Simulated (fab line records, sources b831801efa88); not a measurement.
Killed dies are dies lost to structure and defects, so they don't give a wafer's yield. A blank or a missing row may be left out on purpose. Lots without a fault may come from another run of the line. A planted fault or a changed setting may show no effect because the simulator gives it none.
Chamber matching | flow gf180mcu | GF_V3_CMP_26 on cmp-02: 4 sister chambers
The step polishes, stops on SiO2, t overpolish 15 s, target thk 0 nm. 20 wafers are shown with their chamber, then 10 later ones without.

WAFERS WITH THEIR CHAMBER
wafer  | chamber | motor_current_A (A) | time_to_endpoint_s (s) | overpolish_run_s (s)
L076.1 | 0       | 10.1                | 83                     | 14.988
L076.4 | 1       | 11.7                | 84                     | 15.017
L076.5 | 0       | 10.5                | 87                     | 15.010
L077.2 | 3       | 9.8                 | 80                     | 15.000
L077.5 | 0       | 10.8                | 80                     | 14.986
L077.6 | 1       | 11.6                | 82                     | 15.009
L078.1 | 1       | 10.9                | 83                     | 14.995
L078.3 | 3       | 9.9                 | 87                     | 14.997
L078.5 | 1       | 11.9                | 85                     | 14.987
L079.2 | 1       | 10.5                | 86                     | 14.993
L079.3 | 2       | 11.5                | 88                     | 15.002
L079.4 | 0       | 10.3                | 88                     | 15.001
L082.1 | 2       | 11.5                | 88                     | 15.000
L082.4 | 3       | 10.1                | 81                     | 14.990
L082.6 | 0       | 10.6                | 85                     | 14.999
L084.3 | 2       | 11.3                | 89                     | 14.999
L084.4 | 0       | 10.2                | 89                     | 14.992
L084.6 | 3       | 9.5                 | 87                     | 14.999
L086.2 | 2       | 11.2                | 87                     | 15.008
L086.5 | 0       | 10.5                | 86                     | 15.016

SIGNATURES (means of the wafers above)
reading            | chamber 0 | chamber 1 | chamber 2 | chamber 3 | scatter within a chamber
motor_current_A    | 10.429    | 11.320    | 11.375    | 9.825     | 0.355
time_to_endpoint_s | 85.43     | 84.00     | 88.00     | 83.75     | 2.65
overpolish_run_s   | 14.99886  | 15.00020  | 15.00225  | 14.99650  | 0.0096
Rule: a wafer's distance from a chamber is the root of the sum, over the readings, of the square of ((its reading less the chamber's mean) divided by the reading's scatter). The wafer belongs to the nearest chamber; if the next one is less than 2 further off, it can't be placed. The scatter: the root of (the sum of the squares of (reading less its chamber's mean) over the shown wafers, divided by (wafers less chambers)).

WAFERS WITHOUT THEIR CHAMBER
wafer  | motor_current_A (A) | time_to_endpoint_s (s) | overpolish_run_s (s)
L086.6 | 11.0                | 84                     | 15.012
L090.1 | 11.7                | 92                     | 14.992
L090.4 | 9.3                 | 88                     | 14.987
L090.6 | 10.5                | 88                     | 15.013
L095.4 | 11.8                | 87                     | 15.003
L095.5 | 10.0                | 85                     | 15.002
L095.6 | 11.9                | 84                     | 14.980
L097.1 | 11.2                | 82                     | 15.026
L097.2 | 9.1                 | 82                     | 15.009
L097.3 | 10.7                | 82                     | 15.008

WHICH CHAMBER EACH WENT THROUGH
wafer  | from the rows above               | in truth
L086.6 | can't be placed: 1 or 2 or 0      | 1
L090.1 | can't be placed: 2 or 1           | 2
L090.4 | can't be placed: 3 or 0           | 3
L090.6 | can't be placed: 0 or 2 or 3 or 1 | 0
L095.4 | can't be placed: 2 or 1           | 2
L095.5 | can't be placed: 3 or 0           | 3
L095.6 | can't be placed: 1 or 2 or 0      | 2
L097.1 | can't be placed: 1 or 2 or 0      | 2
L097.2 | can't be placed: 3 or 0           | 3
L097.3 | can't be placed: 0 or 1 or 3 or 2 | 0
Placed correctly: 0 of 10. Can't be placed from these rows: 10 (the true chamber is among the candidates in 10). Placed wrongly: 0.
